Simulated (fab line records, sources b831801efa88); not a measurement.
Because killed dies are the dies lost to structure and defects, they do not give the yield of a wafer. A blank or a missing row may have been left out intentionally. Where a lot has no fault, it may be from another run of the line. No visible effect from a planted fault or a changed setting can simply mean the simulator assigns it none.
Chamber matching + flow gf180mcu + GF_CONTACT_CMP_04 on cmp-01: 4 sister chambers
The step polishes SiO2. 4 wafers are shown with their chamber, then 8 later ones without.

WAFERS PAIRED WITH THEIR CHAMBERS
| wafer  | chamber | motor current A (A) |
|--------|---------|---------------------|
| L448.1 | 3       | 10.9                |
| L448.2 | 1       | 11.4                |
| L448.3 | 0       | 10.4                |
| L449.1 | 2       | 12.0                |

WAFERS WITH NO CHAMBER GIVEN
| wafer  | motor current A (A) |
|--------|---------------------|
| L449.4 | 10.5                |
| L449.6 | 11.4                |
| L456.2 | 11.4                |
| L456.3 | 11.2                |
| L456.4 | 11.4                |
| L457.2 | 11.3                |
| L457.3 | 10.2                |
| L457.6 | 11.0                |

CHAMBER TAKEN BY EACH
| wafer  | from the rows above     | in truth                   |
|--------|-------------------------|----------------------------|
| L449.4 | 0                       | 0                          |
| L449.6 | 1                       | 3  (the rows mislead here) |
| L456.2 | 1                       | 1                          |
| L456.3 | can't be placed: 1 or 3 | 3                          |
| L456.4 | 1                       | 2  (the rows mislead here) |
| L457.2 | 1                       | 1                          |
| L457.3 | 0                       | 0                          |
| L457.6 | 3                       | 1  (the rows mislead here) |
4 of 8 placed correctly. Can't be placed from these rows: 1 (the true chamber is among the candidates in 1). Number placed wrongly: 3.
How it was worked out, from the rows above alone: a wafer's distance from a chamber is the root of the sum, over the readings, of the square of ((its reading less the chamber's mean) divided by the reading's scatter). If the next closest chamber is less than 2 further off than the closest, the wafer can't be placed; otherwise it belongs to the closest. Each chamber's mean is taken over the wafers shown for it. The scatter: root of mean squared gap, hidden wafer to nearest shown wafer, with one shown wafer a chamber.
